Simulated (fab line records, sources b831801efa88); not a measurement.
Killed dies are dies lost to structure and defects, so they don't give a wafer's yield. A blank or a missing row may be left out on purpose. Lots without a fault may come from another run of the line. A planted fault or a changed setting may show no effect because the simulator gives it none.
fab line records | flow sky130
record lots=5 wafers=15 last_day=49
route steps=708 shown CONTACT@413 METAL1@434
lots that met no fault: from a run of the same line without faults
start_h: hours from the record's first day to the start of the lot's first wafer shown | wait_h: hours since the lot's step before | " the same as in the row above | L1.1+2: a row that stands for several wafers | - no value, or no start given | * or withheld: withheld | < > ~ a bound
route shown NAME@n: a module of which the file shows steps, and the number in the route of the first | usual: mean/standard deviation of fault-free wafers | same: alike in all rows | chamber/n: place in a boat | sites: the reading at each site | _std_site: their standard deviation | _edge_site: outer sites' mean less inner sites' | radius_mm: how far each site lies from the wafer's centre | mask NAME#n: copy n | behind: the tool/chamber that last shaped the wafer | hold: why the lot was held/for how many hours/how that ended | device: the transistor (n, p or np) that didn't switch | end of line: the same wafers' tests at the end of the route | a step without rows: its recipe alone | killed: dies lost to structure and defects at the first sort, not the wafer's yield | map: a wafer's dies, x killed, . not, _ none there
set.NAME: the setting as run; set.NAME@STEP: as run at that earlier step | model.NAME: the simulator's own value behind a step, which no gauge read
lots at some steps of the route; a table a step, a row a wafer
services: from which hour (start_h, from the record's first day; less than 0 if before it) a tool's chamber was out of use, for how many hours, and why
## steps
# step SKY_CONTACT_HMDS_07
# recipe prime_time_s=60 prime_temp_c=120
# usual chill_plate_temp_C=23.01/0.11
# same prime_time_s=60
# columns lot.wafer tool chamber start_h wait_h chill_plate_temp_C
L075.1 litho_track-03 0 724.03 0.1 23.18
L075.4 " 0 " " 23.03
L075.6 " 0 " " 23.02
L079.1 litho_track-02 0 754.29 0.1 22.93
L079.4 " 0 " " 23.03
L079.5 " 0 " " 22.95
L080.2 litho_track-01 0 763.37 0.1 23.19
L080.3 " 0 " " 23.06
L080.4 " 0 " " 23.07
L090.3 litho_track-03 0 860.03 0.1 23.04
L090.5 " 0 " " 23.02
L090.6 " 0 " " 23.07
L091.2 litho_track-03 0 864.30 0.1 22.86
L091.4 " 0 " " 22.90
L091.5 " 0 " " 22.87
# step SKY_CONTACT_COAT_08
# recipe resist=BARC temp_c=withheld time_s=withheld spin_rpm=3000 resist_thk_nm=60
# usual chill_plate_temp_C=*
# columns lot.wafer tool chamber start_h wait_h chill_plate_temp_C
L075.1 litho_track-03 0 724.18 0.1 *
L075.4 " 0 " " *
L075.6 " 0 " " *
L079.1 litho_track-02 0 754.44 0.1 *
L079.4 " 0 " " *
L079.5 " 0 " " *
L080.2 litho_track-01 0 763.52 0.1 *
L080.3 " 0 " " *
L080.4 " 0 " " *
L090.3 litho_track-03 0 860.18 0.1 *
L090.5 " 0 " " *
L090.6 " 0 " " *
L091.2 litho_track-03 0 864.45 0.1 *
L091.4 " 0 " " *
L091.5 " 0 " " *
# step SKY_CONTACT_COAT_09
# recipe resist=KrF-thick spin_rpm=3000 resist_thk_nm=450
# usual chill_plate_temp_C=23.02/0.12
# columns lot.wafer tool chamber start_h wait_h chill_plate_temp_C
L075.1 litho_track-03 0 - - 23.12
L075.4 " 0 " " 23.15
L075.6 " 0 " " 23.11
L079.1 litho_track-02 0 - - 22.77
L079.4 " 0 " " 22.99
L079.5 " 0 " " 23.03
L080.2 litho_track-01 0 - - 23.07
L080.3 " 0 " " 23.16
L080.4 " 0 " " 23.14
L090.3 litho_track-03 0 - - 23.00
L090.5 " 0 " " 22.89
L090.6 " 0 " " 22.89
L091.2 litho_track-03 0 - - 23.11
L091.4 " 0 " " 23.04
L091.5 " 0 " " 22.81
# step SKY_CONTACT_SOFTBAKE_10
# recipe temp_c=100 time_s=90 resist=KrF-thick
# usual chill_plate_temp_C=23.01/0.1
# columns lot.wafer tool chamber start_h wait_h chill_plate_temp_C
L075.1 litho_track-03 0 - - 23.06
L075.4 " 0 " " 23.10
L075.6 " 0 " " 23.06
L079.1 litho_track-02 0 - - 22.72
L079.4 " 0 " " 22.85
L079.5 " 0 " " 22.84
L080.2 litho_track-01 0 - - 23.12
L080.3 " 0 " " 23.13
L080.4 " 0 " " 23.02
L090.3 litho_track-03 0 - - 22.78
L090.5 " 0 " " 22.92
L090.6 " 0 " " 22.79
L091.2 litho_track-03 0 - - 23.18
L091.4 " 0 " " 23.09
L091.5 " 0 " " 23.01
# step SKY_CONTACT_EXPOSE_11
# recipe mask_id=CTM1 na=0.8 source_shape=annular sigma_inner=0.55 sigma_outer=0.85 target_cd_nm=170 dose_mj=38
# same sigma_inner=0.55
# columns lot.wafer tool chamber start_h wait_h mask
L075.1+4+6 krf_scanner-02 0 - - CTM1#0
L079.1+4+5 krf_scanner-01 0 - - CTM1#0
L080.2+3+4 krf_scanner-01 0 - - CTM1#0
L090.3+5+6 krf_scanner-02 0 - - CTM1#0
L091.2+4+5 krf_scanner-02 0 - - CTM1#0
# step SKY_CONTACT_PEB_12
# recipe peb_temp_c=withheld peb_time_s=withheld resist=KrF-thick
# usual chill_plate_temp_C=*
# columns lot.wafer tool chamber start_h wait_h chill_plate_temp_C
L075.1 litho_track-01 0 - - *
L075.4 " 0 " " *
L075.6 " 0 " " *
L079.1 litho_track-03 0 - - *
L079.4 " 0 " " *
L079.5 " 0 " " *
L080.2 litho_track-03 0 - - *
L080.3 " 0 " " *
L080.4 " 0 " " *
L090.3 litho_track-01 0 - - *
L090.5 " 0 " " *
L090.6 " 0 " " *
L091.2 litho_track-01 0 - - *
L091.4 " 0 " " *
L091.5 " 0 " " *
# step SKY_CONTACT_DEVELOP_13
# recipe develop_time_s=60 resist=KrF-thick dev_temp_c=21
# usual chill_plate_temp_C=23.00/0.094
# columns lot.wafer tool chamber start_h wait_h chill_plate_temp_C
L075.1 litho_track-01 0 - - 23.02
L075.4 " 0 " " 23.06
L075.6 " 0 " " 22.88
L079.1 litho_track-03 0 - - 23.05
L079.4 " 0 " " 23.10
L079.5 " 0 " " 22.82
L080.2 litho_track-03 0 - - 22.96
L080.3 " 0 " " 22.99
L080.4 " 0 " " 23.15
L090.3 litho_track-01 0 - - 22.87
L090.5 " 0 " " 22.84
L090.6 " 0 " " 23.12
L091.2 litho_track-01 0 - - 22.90
L091.4 " 0 " " 22.97
L091.5 " 0 " " 22.90
# step SKY_CONTACT_CD_MEAS_14
# recipe target_cd_nm=170
# usual cd_nm=169.8/1.4
# columns lot.wafer tool chamber start_h wait_h cd_nm
L075.1 cd_sem-01 - 738.55 - 169.0
L075.4 " - " " 169.3
L075.6 " - " " 169.7
L079.1 cd_sem-01 - 768.13 - 167.1
L079.4 " - " " 167.8
L079.5 " - " " 168.2
L080.2 cd_sem-02 - 776.74 - 169.2
L080.3 " - " " 169.7
L080.4 " - " " 170.4
L090.3 cd_sem-02 - 873.54 - 169.1
L090.5 " - " " 169.8
L090.6 " - " " 171.3
L091.2 cd_sem-01 - 877.32 - 170.7
L091.4 " - " " 171.0
L091.5 " - " " 171.9
# step SKY_CONTACT_OVL_MEAS_15
# usual CONTACT_OVL=-2/5.5
# columns lot.wafer tool chamber start_h wait_h CONTACT_OVL[nm]
L075.1 overlay-02 - 738.67 0.1 -8
L075.4 " - " " -7
L075.6 " - " " -8
L079.1 overlay-02 - 768.25 0.1 1
L079.4 " - " " -6
L079.5 " - " " -3
L080.2 overlay-01 - 776.84 0.1 -4
L080.3 " - " " -4
L080.4 " - " " 3
L090.3 overlay-02 - 873.63 0.1 6
L090.5 " - " " 3
L090.6 " - " " 9
L091.2 overlay-02 - 877.42 0.1 0
L091.4 " - " " 3
L091.5 " - " " -1
# step SKY_CONTACT_ETCH_16
# recipe chemistry=N2/H2 target=BARC ion_energy_ev=200 source_w=492.8 bias_w=100 pressure_mtorr=30 n2_flow_sccm=100 h2_flow_sccm=200 stop_on=SiO2 time_s=45.9 target_depth_a=600
# usual drypump_motor_current_A=5.6/0.57 oes_product_au=0.854/0.0048 throttle_valve_pct=13.225/0.0085
# columns lot.wafer tool chamber start_h wait_h drypump_motor_current_A oes_product_au rf_hours_counter_h throttle_valve_pct
L075.1 rie_diel-04 3 738.70 0.0 5.9 0.859 49 13.213
L075.4 " 2 " " 4.9 0.853 13 13.234
L075.6 " 2 " " 4.9 0.846 - 13.232
L079.1 rie_diel-04 1 768.28 0.0 5.2 0.858 0 13.221
L079.4 " 2 " " 4.9 0.859 - 13.223
L079.5 " 1 " " 5.2 0.859 - 13.243
L080.2 rie_diel-01 2 776.87 0.0 5.4 0.853 11 13.234
L080.3 " 0 " " 6.4 0.852 22 13.228
L080.4 " 0 " " 6.4 0.860 - 13.217
L090.3 rie_diel-01 3 873.65 0.0 4.8 0.855 7 13.222
L090.5 " 2 " " 5.4 0.855 - 13.217
L090.6 " 1 " " 5.7 0.856 - 13.228
L091.2 rie_diel-04 3 877.45 0.0 5.9 0.854 3 13.232
L091.4 " 0 " " 6.5 0.855 8 13.239
L091.5 " 2 " " 4.8 0.850 - 13.235
# step SKY_CONTACT_ETCH_17
# recipe target=SiO2 chemistry=C4F8/O2/Ar stop_on=Si3N4 mask_material=KrF-thick source_w=1500 bias_w=1200 pressure_mtorr=40 c4f8_flow_sccm=withheld O2_flow_sccm=6 Ar_flow_sccm=300 time_s=withheld target_depth_a=3400
# usual oes_product_au=0.892/0.0048
# columns lot.wafer tool chamber start_h wait_h oes_product_au
L075.1 rie_diel-04 3 738.74 0.0 0.892
L075.4 " 2 " " 0.892
L075.6 " 2 " " 0.897
L079.1 rie_diel-04 1 768.32 0.0 0.892
L079.4 " 2 " " 0.888
L079.5 " 1 " " 0.892
L080.2 rie_diel-01 2 776.91 0.0 0.889
L080.3 " 0 " " 0.899
L080.4 " 0 " " 0.894
L090.3 rie_diel-01 3 873.69 0.0 0.888
L090.5 " 2 " " 0.898
L090.6 " 1 " " 0.898
L091.2 rie_diel-04 3 877.49 0.0 0.890
L091.4 " 0 " " 0.892
L091.5 " 2 " " 0.899
# step SKY_CONTACT_ETCH_18
# recipe target=Si3N4 chemistry=CHF3/O2 stop_on=TiN source_w=600 bias_w=200 pressure_mtorr=40 chf3_flow_sccm=50 O2_flow_sccm=5 time_s=39 target_depth_a=750
# usual drypump_motor_current_A=5.6/0.57 oes_product_au=0.855/0.0081 throttle_valve_pct=8.793/0.0089
# columns lot.wafer tool chamber start_h wait_h drypump_motor_current_A oes_product_au rf_hours_counter_h throttle_valve_pct
L075.1 rie_diel-04 3 - - 5.9 0.856 49 8.791
L075.4 " 2 " " 4.9 0.879 13 8.794
L075.6 " 2 " " 4.8 0.862 - 8.802
L079.1 rie_diel-04 1 - - 5.3 0.854 1 8.785
L079.4 " 2 " " 4.9 0.866 - 8.792
L079.5 " 1 " " 5.3 0.863 - 8.793
L080.2 rie_diel-01 2 - - 5.3 0.853 11 8.781
L080.3 " 0 " " 6.3 0.859 22 8.782
L080.4 " 0 " " 6.3 0.864 - 8.801
L090.3 rie_diel-01 3 - - 4.8 0.866 7 8.785
L090.5 " 2 " " 5.4 0.874 - 8.803
L090.6 " 1 " " 5.7 0.861 - 8.792
L091.2 rie_diel-04 3 - - 5.9 0.862 3 8.788
L091.4 " 0 " " 6.6 0.858 8 8.813
L091.5 " 2 " " 4.9 0.864 - 8.812
# step SKY_CONTACT_STRIP_19
# recipe chemistry=O2/N2 power_w=1400 pressure_mtorr=1500 platen_temp_c=withheld o2_flow_sccm=3000 n2_flow_sccm=300 overash_fraction=0.5
# usual drypump_motor_current_A=5.62/0.2 oes_product_au=0.380/0.0048 strip_time_to_endpoint_s=3.60/0.036
# columns lot.wafer tool chamber start_h wait_h drypump_motor_current_A oes_product_au rf_hours_counter_h strip_time_to_endpoint_s
L075.1 plasma_asher-01 0 738.83 - 5.44 0.386 62 3.68
L075.4 " 1 " " 5.49 0.388 - 3.60
L075.6 " 0 " " 5.42 0.389 - 3.61
L079.1 plasma_asher-01 0 768.41 - 5.45 0.382 66 3.56
L079.4 " 1 " " 5.46 0.387 - 3.60
L079.5 " 0 " " 5.43 0.377 - 3.56
L080.2 plasma_asher-02 0 777.00 - 5.60 0.380 3 3.63
L080.3 " 0 " " 5.56 0.373 - 3.60
L080.4 " 1 " " 5.47 0.381 - 3.58
L090.3 plasma_asher-03 1 873.82 - 5.92 0.379 - 3.55
L090.5 " 0 " " 5.97 0.380 - 3.55
L090.6 " 1 " " 5.91 0.382 - 3.62
L091.2 plasma_asher-01 1 877.58 - 5.48 0.386 77 3.66
L091.4 " 1 " " 5.47 0.378 - 3.65
L091.5 " 1 " " 5.47 0.384 - 3.62
# step SKY_CONTACT_STRIP_20
# recipe chemistry=post_etch_residue_remover time_s=1200 temp_c=72.5
# columns lot.wafer tool chamber start_h wait_h
L075.1+4+6 wet_bench-03 3 738.93 0.1
L079.1+4+5 wet_bench-02 3 768.51 0.1
L080.2+3+4 wet_bench-01 2 777.10 0.1
L090.3+5+6 wet_bench-03 3 873.88 0.0
L091.2+4+5 wet_bench-03 1 877.68 0.1
# step SKY_CONTACT_CLEAN_21
# recipe chemistry=IPA time_s=180 temp_c=25
# columns lot.wafer tool chamber start_h wait_h
L075.1+4+6 wet_bench-02 0 739.27 0.0
L079.1+4+5 wet_bench-01 2 768.89 0.0
L080.2+3+4 wet_bench-02 1 777.44 0.0
L090.3+5+6 wet_bench-02 2 874.57 0.0
L091.2+4+5 wet_bench-02 3 878.37 0.0
# step SKY_CONTACT_CLEAN_22
# recipe chemistry=O3/DIW dry=n2_spin
# columns lot.wafer tool chamber start_h wait_h
L075.1+4+6 wet_bench-01 2 739.33 0.0
L079.1+4+5 wet_bench-03 0 768.95 0.0
L080.2+3+4 wet_bench-01 0 777.51 0.0
L090.3+5+6 wet_bench-01 1 874.63 0.0
L091.2+4+5 wet_bench-01 0 878.43 0.0
# step SKY_CONTACT_SPUTTER_23
# recipe material=TiN target_thk_nm=20 chamber_pressure_pa=5 power_w=4000 time_s=80
# usual throttle_valve_pct=29.6/1.2
# columns lot.wafer tool chamber start_h wait_h throttle_valve_pct
L075.1 pvd_sputter-01 - 739.42 0.0 28.2
L075.4 " - " " 29.9
L075.6 " - " " 28.0
L079.1 pvd_sputter-01 - 769.13 0.0 27.9
L079.4 " - " " 28.8
L079.5 " - " " 29.4
L080.2 pvd_sputter-02 - 777.60 0.0 32.2
L080.3 " - " " 29.1
L080.4 " - " " 29.5
L090.3 pvd_sputter-02 - 874.72 0.0 28.7
L090.5 " - " " 29.4
L090.6 " - " " 28.9
L091.2 pvd_sputter-02 - 878.52 0.0 29.4
L091.4 " - " " 32.1
L091.5 " - " " 32.0
# step SKY_CONTACT_CVD_24
# recipe material=W target_thk_nm=340 time_s=102.12 temp_c=400 pressure_torr=40
# usual heater_power_w=867/33
# columns lot.wafer tool chamber start_h wait_h heater_power_w
L075.1 cvd_w-01 1 739.49 0.0 828
L075.4 " 1 " " 822
L075.6 " 0 " " 838
L079.1 cvd_w-02 0 769.19 0.0 919
L079.4 " 0 " " 924
L079.5 " 0 " " 901
L080.2 cvd_w-02 0 777.66 0.0 924
L080.3 " 1 " " 885
L080.4 " 0 " " 926
L090.3 cvd_w-01 0 874.82 0.1 833
L090.5 " 0 " " 832
L090.6 " 1 " " 848
L091.2 cvd_w-02 1 878.58 0.0 863
L091.4 " 1 " " 875
L091.5 " 1 " " 876
# step SKY_CONTACT_RS_MEAS_25
# recipe thk_meas_gauge=four-point-probe reads=W_of_CONTACT_CVD_24+TiN_of_CONTACT_SPUTTER_23
# usual CONTACT_W_RS=0.3401/0.003
# columns lot.wafer tool chamber start_h wait_h CONTACT_W_RS[ohm/sq]
L075.1 film_metro-02 - 739.60 0.1 0.3482
L075.4 " - " " 0.3425
L075.6 " - " " 0.3394
L079.1 film_metro-02 - 769.30 0.1 0.3465
L079.4 " - " " 0.3442
L079.5 " - " " 0.3435
L080.2 film_metro-03 - 777.79 0.1 0.3395
L080.3 " - " " 0.3385
L080.4 " - " " 0.3401
L090.3 film_metro-02 - 874.93 0.1 0.3456
L090.5 " - " " 0.3427
L090.6 " - " " 0.3482
L091.2 film_metro-02 - 878.72 0.1 0.3428
L091.4 " - " " 0.3451
L091.5 " - " " 0.3418
# step SKY_CONTACT_THK_MEAS_26
# recipe thk_meas_gauge=xrf reads=W_of_CONTACT_CVD_24
# usual CONTACT_W_THK=336/3.9
# columns lot.wafer tool chamber start_h wait_h CONTACT_W_THK[nm]
L075.1 film_metro-02 - 739.72 0.1 328
L075.4 " - " " 332
L075.6 " - " " 337
L079.1 film_metro-02 - 769.42 0.1 329
L079.4 " - " " 332
L079.5 " - " " 331
L080.2 film_metro-03 - 777.90 0.1 336
L080.3 " - " " 336
L080.4 " - " " 335
L090.3 film_metro-02 - 875.03 0.1 327
L090.5 " - " " 332
L090.6 " - " " 325
L091.2 film_metro-02 - 878.83 0.1 330
L091.4 " - " " 331
L091.5 " - " " 332
# step SKY_CONTACT_CMP_27
# recipe stop_on=SiO2 t_overpolish_s=15.41 down_force_psi=3.5 platen_rpm=60 target_thk_nm=0 pad_velocity_m_s=0.94248
# usual motor_current_A=11.7/0.79 overpolish_run_s=15.409/0.0081 time_to_endpoint_s=82/3.6
# columns lot.wafer tool chamber start_h wait_h motor_current_A overpolish_run_s time_to_endpoint_s
L075.4 cmp-01 2 739.78 0.0 11.0 15.419 83
L075.1 " 0 " " 11.2 15.413 84
L075.6 " 3 " " 13.0 15.414 84
L079.4 cmp-02 0 769.48 0.0 11.7 15.405 80
L079.1 " 1 " " 13.0 15.408 79
L079.5 " 1 " " 12.2 15.412 79
L080.3 cmp-02 0 777.95 0.0 10.6 15.418 82
L080.2 " 1 " " 12.5 15.413 76
L080.4 " 2 " " 11.9 15.404 81
L090.3 cmp-01 2 875.22 0.2 11.3 15.413 76
L090.5 " 3 " " 13.2 15.411 79
L090.6 " 0 " " 11.2 15.404 79
L091.2 cmp-01 3 878.93 0.1 12.8 15.421 79
L091.4 " 0 " " 11.1 15.412 78
L091.5 " 3 " " 13.0 15.397 79
# step SKY_METAL1_SPUTTER_00
# recipe material=Ti target_thk_nm=15 power_w=3000 time_s=10 chamber_pressure_pa=0.4
# usual throttle_valve_pct=29.4/1.1
# columns lot.wafer tool chamber start_h wait_h throttle_valve_pct
L075.1 pvd_sputter-04 - 740.08 0.1 29.7
L075.4 " - " " 27.4
L075.6 " - " " 29.6
L079.1 pvd_sputter-04 - 769.78 0.2 27.4
L079.4 " - " " 29.6
L079.5 " - " " 31.2
L080.2 pvd_sputter-04 - 778.25 0.2 29.0
L080.3 " - " " 27.7
L080.4 " - " " 31.2
L090.3 pvd_sputter-03 - 875.37 0.1 30.5
L090.5 " - " " 30.3
L090.6 " - " " 31.3
L091.2 pvd_sputter-01 - 879.18 0.2 27.9
L091.4 " - " " 28.5
L091.5 " - " " 29.2
# step SKY_METAL1_SPUTTER_01
# recipe material=TiN target_thk_nm=20 power_w=6500 time_s=16.7 chamber_pressure_pa=0.4
# usual throttle_valve_pct=29.4/1.1
# columns lot.wafer tool chamber start_h wait_h throttle_valve_pct
L075.1 pvd_sputter-04 - 740.10 0.0 29.5
L075.4 " - " " 27.4
L075.6 " - " " 29.6
L079.1 pvd_sputter-04 - 769.81 0.0 27.5
L079.4 " - " " 29.5
L079.5 " - " " 31.1
L080.2 pvd_sputter-04 - 778.27 0.0 28.9
L080.3 " - " " 27.5
L080.4 " - " " 31.0
L090.3 pvd_sputter-03 - 875.40 0.0 30.3
L090.5 " - " " 30.3
L090.6 " - " " 30.9
L091.2 pvd_sputter-01 - 879.20 0.0 28.3
L091.4 " - " " 28.2
L091.5 " - " " 29.4
# step SKY_METAL1_SPUTTER_02
# recipe material=AlCu target_thk_nm=250 power_w=10600 time_s=13.3 chamber_pressure_pa=0.4
# usual throttle_valve_pct=29.4/1.1
# columns lot.wafer tool chamber start_h wait_h throttle_valve_pct
L075.1 pvd_sputter-04 - 740.12 0.0 29.5
L075.4 " - " " 27.5
L075.6 " - " " 29.7
L079.1 pvd_sputter-04 - 769.83 0.0 27.7
L079.4 " - " " 29.5
L079.5 " - " " 31.1
L080.2 pvd_sputter-04 - 778.30 0.0 28.7
L080.3 " - " " 27.4
L080.4 " - " " 31.2
L090.3 pvd_sputter-03 - 875.42 0.0 30.3
L090.5 " - " " 30.5
L090.6 " - " " 31.5
L091.2 pvd_sputter-01 - 879.23 0.0 28.3
L091.4 " - " " 28.3
L091.5 " - " " 29.5
# step SKY_METAL1_SPUTTER_03
# recipe material=Ti target_thk_nm=5 power_w=3000 time_s=3.3 chamber_pressure_pa=0.4
# usual throttle_valve_pct=29.4/1.1
# columns lot.wafer tool chamber start_h wait_h throttle_valve_pct
L075.1 pvd_sputter-04 - 740.15 0.0 29.6
L075.4 " - " " 27.6
L075.6 " - " " 29.7
L079.1 pvd_sputter-04 - 769.86 0.0 27.6
L079.4 " - " " 29.8
L079.5 " - " " 30.8
L080.2 pvd_sputter-04 - 778.32 0.0 28.7
L080.3 " - " " 27.8
L080.4 " - " " 31.0
L090.3 pvd_sputter-03 - 875.45 0.0 30.5
L090.5 " - " " 30.3
L090.6 " - " " 31.2
L091.2 pvd_sputter-01 - 879.25 0.0 28.2
L091.4 " - " " 28.4
L091.5 " - " " 29.5
# step SKY_METAL1_SPUTTER_04
# recipe material=TiN target_thk_nm=70 power_w=6500 time_s=58.3 chamber_pressure_pa=0.4
# usual throttle_valve_pct=29.4/1.1
# columns lot.wafer tool chamber start_h wait_h throttle_valve_pct
L075.1 pvd_sputter-04 - 740.17 0.0 29.6
L075.4 " - " " 27.5
L075.6 " - " " 29.8
L079.1 pvd_sputter-04 - 769.88 0.0 27.8
L079.4 " - " " 29.7
L079.5 " - " " 31.0
L080.2 pvd_sputter-04 - 778.34 0.0 28.8
L080.3 " - " " 27.6
L080.4 " - " " 30.9
L090.3 pvd_sputter-03 - 875.46 0.0 30.4
L090.5 " - " " 30.4
L090.6 " - " " 31.2
L091.2 pvd_sputter-01 - 879.27 0.0 28.1
L091.4 " - " " 28.2
L091.5 " - " " 29.3
# step SKY_METAL1_RS_MEAS_05
# recipe thk_meas_gauge=four-point-probe reads=TiN_of_METAL1_SPUTTER_04+Ti_of_METAL1_SPUTTER_03+AlCu_of_METAL1_SPUTTER_02+TiN_of_METAL1_SPUTTER_01+Ti_of_METAL1_SPUTTER_00
# usual METAL1_ALCU_RS=0.1271/0.0015
# columns lot.wafer tool chamber start_h wait_h METAL1_ALCU_RS[ohm/sq]
L075.1 film_metro-04 - 740.22 0.0 0.1279
L075.4 " - " " 0.1280
L075.6 " - " " 0.1286
L079.1 film_metro-01 - 769.92 0.0 0.1257
L079.4 " - " " 0.1265
L079.5 " - " " 0.1260
L080.2 film_metro-01 - 778.41 0.0 0.1279
L080.3 " - " " 0.1259
L080.4 " - " " 0.1263
L090.3 film_metro-04 - 875.55 0.1 0.1241
L090.5 " - " " 0.1249
L090.6 " - " " 0.1262
L091.2 film_metro-01 - 879.34 0.0 0.1274
L091.4 " - " " 0.1286
L091.5 " - " " 0.1264
# step SKY_METAL1_THK_MEAS_06
# recipe thk_meas_gauge=xrf reads=AlCu_of_METAL1_SPUTTER_02
# usual METAL1_ALCU_THK=248/3.1
# columns lot.wafer tool chamber start_h wait_h METAL1_ALCU_THK[nm]
L075.1 film_metro-04 - 740.34 0.1 247
L075.4 " - " " 244
L075.6 " - " " 243
L079.1 film_metro-01 - 770.04 0.1 251
L079.4 " - " " 250
L079.5 " - " " 252
L080.2 film_metro-01 - 778.52 0.1 248
L080.3 " - " " 249
L080.4 " - " " 249
L090.3 film_metro-04 - 875.65 0.1 253
L090.5 " - " " 250
L090.6 " - " " 249
L091.2 film_metro-01 - 879.45 0.1 249
L091.4 " - " " 244
L091.5 " - " " 251
# step SKY_METAL1_DEHYDRATE_07
# recipe temp_c=200 time_s=60
# usual chill_plate_temp_C=22.97/0.1
# columns lot.wafer tool chamber start_h wait_h chill_plate_temp_C
L075.1 litho_track-04 0 753.74 13.4 23.00
L075.4 " 0 " " 23.06
L075.6 " 0 " " 22.87
L079.1 litho_track-04 0 783.44 13.4 22.93
L079.4 " 0 " " 23.01
L079.5 " 0 " " 22.95
L080.2 litho_track-01 0 791.62 13.1 22.91
L080.3 " 0 " " 22.91
L080.4 " 0 " " 22.95
L090.3 litho_track-04 0 887.14 11.5 22.93
L090.5 " 0 " " 22.98
L090.6 " 0 " " 22.87
L091.2 litho_track-04 0 891.26 11.8 22.88
L091.4 " 0 " " 22.96
L091.5 " 0 " " 22.99
# step SKY_METAL1_HMDS_08
# recipe prime_time_s=60 prime_temp_c=120
# usual chill_plate_temp_C=23.02/0.11
# same prime_time_s=60
# columns lot.wafer tool chamber start_h wait_h chill_plate_temp_C
L075.1 litho_track-04 0 753.89 0.1 23.18
L075.4 " 0 " " 23.01
L075.6 " 0 " " 23.12
L079.1 litho_track-04 0 783.59 0.1 23.17
L079.4 " 0 " " 23.28
L079.5 " 0 " " 23.07
L080.2 litho_track-01 0 791.77 0.1 23.02
L080.3 " 0 " " 23.18
L080.4 " 0 " " 23.16
L090.3 litho_track-04 0 887.29 0.1 23.08
L090.5 " 0 " " 23.09
L090.6 " 0 " " 22.98
L091.2 litho_track-04 0 891.41 0.1 23.04
L091.4 " 0 " " 23.03
L091.5 " 0 " " 23.15
# step SKY_METAL1_COAT_09
# recipe resist=BARC temp_c=withheld time_s=withheld spin_rpm=3000 resist_thk_nm=60
# usual chill_plate_temp_C=*
# columns lot.wafer tool chamber start_h wait_h chill_plate_temp_C
L075.1 litho_track-04 0 754.04 0.1 *
L075.4 " 0 " " *
L075.6 " 0 " " *
L079.1 litho_track-04 0 783.74 0.1 *
L079.4 " 0 " " *
L079.5 " 0 " " *
L080.2 litho_track-01 0 791.92 0.1 *
L080.3 " 0 " " *
L080.4 " 0 " " *
L090.3 litho_track-04 0 887.44 0.1 *
L090.5 " 0 " " *
L090.6 " 0 " " *
L091.2 litho_track-04 0 891.56 0.1 *
L091.4 " 0 " " *
L091.5 " 0 " " *
# step SKY_METAL1_COAT_10
# recipe resist=KrF-thick spin_rpm=3000 resist_thk_nm=450
# usual chill_plate_temp_C=23.03/0.097
# columns lot.wafer tool chamber start_h wait_h chill_plate_temp_C
L075.1 litho_track-04 0 - - 23.11
L075.4 " 0 " " 23.24
L075.6 " 0 " " 23.09
L079.1 litho_track-04 0 - - 22.90
L079.4 " 0 " " 22.98
L079.5 " 0 " " 23.09
L080.2 litho_track-01 0 - - 22.89
L080.3 " 0 " " 22.89
L080.4 " 0 " " 23.01
L090.3 litho_track-04 0 - - 22.99
L090.5 " 0 " " 23.02
L090.6 " 0 " " 22.96
L091.2 litho_track-04 0 - - 23.09
L091.4 " 0 " " 23.01
L091.5 " 0 " " 23.02
# step SKY_METAL1_SOFTBAKE_11
# recipe temp_c=100 time_s=90 resist=KrF-thick
# usual chill_plate_temp_C=22.99/0.11
# columns lot.wafer tool chamber start_h wait_h chill_plate_temp_C
L075.1 litho_track-04 0 - - 22.93
L075.4 " 0 " " 22.94
L075.6 " 0 " " 23.01
L079.1 litho_track-04 0 - - 23.18
L079.4 " 0 " " 23.12
L079.5 " 0 " " 23.17
L080.2 litho_track-01 0 - - 23.22
L080.3 " 0 " " 22.98
L080.4 " 0 " " 22.94
L090.3 litho_track-04 0 - - 22.93
L090.5 " 0 " " 22.87
L090.6 " 0 " " 23.01
L091.2 litho_track-04 0 - - 23.06
L091.4 " 0 " " 22.98
L091.5 " 0 " " 22.87
# step SKY_METAL1_EXPOSE_12
# recipe mask_id=MM1 na=0.8 source_shape=annular sigma_inner=0.55 sigma_outer=0.85 target_cd_nm=140 dose_mj=28
# same sigma_inner=0.55
# columns lot.wafer tool chamber start_h wait_h mask
L075.1+4+6 krf_scanner-02 0 - - MM1#0
L079.1+4+5 krf_scanner-01 0 - - MM1#0
L080.2+3+4 krf_scanner-02 0 - - MM1#0
L090.3+5+6 krf_scanner-02 0 - - MM1#0
L091.2+4+5 krf_scanner-01 0 - - MM1#0
# step SKY_METAL1_PEB_13
# recipe peb_temp_c=withheld peb_time_s=withheld resist=KrF-thick
# usual chill_plate_temp_C=*
# columns lot.wafer tool chamber start_h wait_h chill_plate_temp_C
L075.1 litho_track-04 0 - - *
L075.4 " 0 " " *
L075.6 " 0 " " *
L079.1 litho_track-04 0 - - *
L079.4 " 0 " " *
L079.5 " 0 " " *
L080.2 litho_track-02 0 - - *
L080.3 " 0 " " *
L080.4 " 0 " " *
L090.3 litho_track-04 0 - - *
L090.5 " 0 " " *
L090.6 " 0 " " *
L091.2 litho_track-01 0 - - *
L091.4 " 0 " " *
L091.5 " 0 " " *
# step SKY_METAL1_DEVELOP_14
# recipe develop_time_s=60 resist=KrF-thick dev_temp_c=21
# usual chill_plate_temp_C=23.00/0.11
# columns lot.wafer tool chamber start_h wait_h chill_plate_temp_C
L075.1 litho_track-04 0 - - 23.02
L075.4 " 0 " " 22.87
L075.6 " 0 " " 23.14
L079.1 litho_track-04 0 - - 23.04
L079.4 " 0 " " 23.04
L079.5 " 0 " " 22.99
L080.2 litho_track-02 0 - - 22.97
L080.3 " 0 " " 22.88
L080.4 " 0 " " 23.02
L090.3 litho_track-04 0 - - 23.03
L090.5 " 0 " " 23.20
L090.6 " 0 " " 23.15
L091.2 litho_track-01 0 - - 22.76
L091.4 " 0 " " 22.87
L091.5 " 0 " " 22.78
## services
# columns tool chamber start_h hours kind
wet_bench-01 - 704.49 2.2 repair
plasma_asher-01 - 717.59 0.9 repair
pvd_sputter-01 - 723.42 3.2 repair
krf_scanner-02 - 730.17 1.0 pm
krf_scanner-01 - 739.47 0.8 pm
krf_scanner-02 - 749.89 1.3 pm
pvd_sputter-04 - 755.08 8.5 repair
krf_scanner-02 - 760.37 1.3 repair
krf_scanner-01 - 764.62 1.0 pm
rie_diel-01 2 768.62 2.8 repair
rie_diel-04 2 790.60 3.1 repair
krf_scanner-02 - 804.17 0.8 pm
pvd_sputter-02 - 811.66 1.5 repair
pvd_sputter-01 - 814.61 11.5 repair
krf_scanner-01 - 832.20 1.3 pm
wet_bench-02 - 853.25 2.6 repair
krf_scanner-01 - 858.93 4.9 repair
krf_scanner-02 - 869.81 4.4 pm
krf_scanner-02 - 874.70 0.1 repair
pvd_sputter-04 - 883.49 6.7 repair
krf_scanner-02 - 899.17 1.0 pm
pvd_sputter-03 - 899.86 5.1 repair
wet_bench-02 - 899.92 3.6 repair
pvd_sputter-01 - 900.93 0.5 repair
## key
fault none
